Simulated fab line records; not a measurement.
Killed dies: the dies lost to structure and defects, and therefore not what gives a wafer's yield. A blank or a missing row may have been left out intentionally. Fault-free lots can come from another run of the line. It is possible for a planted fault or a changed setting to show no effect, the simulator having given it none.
Matching of chambers || flow sfq_line || 3 sister chambers for SFQ_TRILAYER_I3_DEP_PECVD_081 on pecvd-04
The step deposits SiO2 from SiH4/N2O, time 111.11 s, target thk 500 nm. 6 wafers are shown with their chamber, then 8 later ones without.

== WAFERS WITH THEIR CHAMBER ==
{"wafer": "L103.1", "chamber": 1, "throttle_valve_pct (%)": 25.3, "heater_power_w (W)": 75}
{"wafer": "L112.6", "chamber": 2, "throttle_valve_pct (%)": 24.5, "heater_power_w (W)": 87}
{"wafer": "L114.2", "chamber": 0, "throttle_valve_pct (%)": 26.6, "heater_power_w (W)": 81}
{"wafer": "L114.3", "chamber": 2, "throttle_valve_pct (%)": 24.6, "heater_power_w (W)": 83}
{"wafer": "L114.4", "chamber": 1, "throttle_valve_pct (%)": 25.9, "heater_power_w (W)": 74}
{"wafer": "L115.2", "chamber": 0, "throttle_valve_pct (%)": 26.4, "heater_power_w (W)": 78}

== WAFERS MISSING THEIR CHAMBER ==
{"wafer": "L115.5", "throttle_valve_pct (%)": 24.3, "heater_power_w (W)": 80}
{"wafer": "L115.6", "throttle_valve_pct (%)": 25.8, "heater_power_w (W)": 73}
{"wafer": "L119.1", "throttle_valve_pct (%)": 26.3, "heater_power_w (W)": 76}
{"wafer": "L119.4", "throttle_valve_pct (%)": 25.6, "heater_power_w (W)": 88}
{"wafer": "L119.6", "throttle_valve_pct (%)": 24.5, "heater_power_w (W)": 70}
{"wafer": "L121.1", "throttle_valve_pct (%)": 24.4, "heater_power_w (W)": 84}
{"wafer": "L121.4", "throttle_valve_pct (%)": 26.3, "heater_power_w (W)": 86}
{"wafer": "L121.6", "throttle_valve_pct (%)": 25.9, "heater_power_w (W)": 84}

== CHAMBER TAKEN BY EACH ==
{"wafer": "L115.5", "from the rows above": 2, "in truth": 2}
{"wafer": "L115.6", "from the rows above": 1, "in truth": 1}
{"wafer": "L119.1", "from the rows above": "can't be placed: 0 or 1", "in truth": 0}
{"wafer": "L119.4", "from the rows above": "can't be placed: 2 or 0", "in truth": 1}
{"wafer": "L119.6", "from the rows above": 1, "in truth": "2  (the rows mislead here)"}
{"wafer": "L121.1", "from the rows above": 2, "in truth": 2}
{"wafer": "L121.4", "from the rows above": 0, "in truth": 0}
{"wafer": "L121.6", "from the rows above": "can't be placed: 0 or 1", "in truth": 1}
Placed correctly: 4 of 8. Unplaceable from these rows: 3, with the true chamber sitting among the candidates in 2. Placed wrongly: 1.
How it was worked out, from the rows above alone: a wafer's distance from a chamber is the root of the sum, over the readings, of the square of ((its reading less the chamber's mean) divided by the reading's scatter). If the next closest chamber is less than 2 further off than the closest, the wafer can't be placed; otherwise it belongs to the closest. The mean given for a chamber averages the wafers shown for that chamber. How the scatter is found: for the shown wafers, subtract from each reading the mean of its chamber, square and add these, divide the total by (wafers less chambers), then take the root.
